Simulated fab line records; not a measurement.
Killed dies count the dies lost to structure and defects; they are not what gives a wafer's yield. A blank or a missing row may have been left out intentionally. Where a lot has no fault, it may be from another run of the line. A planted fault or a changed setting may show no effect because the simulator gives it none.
Which of the tools did it? -- flow gf180mcu -- at 1 step of a route of 602, 14 lots with 42 wafers sampled

## WHAT EACH GAUGE READ, for each wafer
GF_MVSD_OVL_MEAS_07.
lot,measured,on,MVSD_OVL (nm)
L524,day 4 16:27,overlay-02,-0.7 -2.7 -2.0
L526,day 5 02:56,overlay-01,1.1 0.1 2.0
L529,day 5 20:02,overlay-01,1.0 0.9 2.0
L530,day 6 00:38,overlay-01,-0.1 1.7 1.7
L532,day 6 17:32,overlay-01,-2.1 0.5 -1.8
L534,day 7 06:20,overlay-02,-0.9 -1.3 -0.7
L535,day 7 10:10,overlay-01,-0.3 0.8 -1.4
L536,day 7 15:27,overlay-02,-0.1 -0.6 -1.0
L537,day 7 19:20,overlay-02,-0.3 -2.4 -0.3
L542,day 9 00:32,overlay-02,-3.2 -4.1 -4.7
L543,day 9 05:44,overlay-01,2.3 0.7 -0.2
L544,day 9 11:51,overlay-01,0.7 1.5 0.4
L545,day 9 15:08,overlay-02,-2.3 -0.3 -2.2
L546,day 10 01:20,overlay-01,-0.2 -1.8 -1.6

## TOOL THAT RAN EACH LOT (tool first, then ch and the chambers of the sampled wafers, then the start)
Before these readings, the record contains no process step.

## AS READ BY THE TOOLS THEMSELVES (means over the sampled wafers that have a number; for cases with no such wafer, the mark the record gives instead)
The record holds no such reading with a usual standard deviation.

## THE ANSWER, worked out from the rows above alone
Rule: usual is defined by the lots themselves. Put in order of their means at a reading, lots are off if they are a third of the lots or fewer, leave a main group of 4 or more, and stand apart from it by a gap of 3 or more times the standard deviation of the main group's means; of several such gaps the widest counts. The tables above print the reading to a certain number of digits; a main group whose means all agree to those digits is not used. A lot without any number at a reading at which 4 lots or more have one is off too. Where the step has rows for the other lots, those lots are counted as sound. Order of review: gauges by route order, followed by the tools' own readings, for which a lot's mean as printed above is used. The first step at which some lot is off is used, and at that step the reading that is off furthest; a lot without a number counts as furthest.
None of the lots is off at any reading shown; this tells nothing.

## WHAT THE SIMULATOR HAD INSERTED
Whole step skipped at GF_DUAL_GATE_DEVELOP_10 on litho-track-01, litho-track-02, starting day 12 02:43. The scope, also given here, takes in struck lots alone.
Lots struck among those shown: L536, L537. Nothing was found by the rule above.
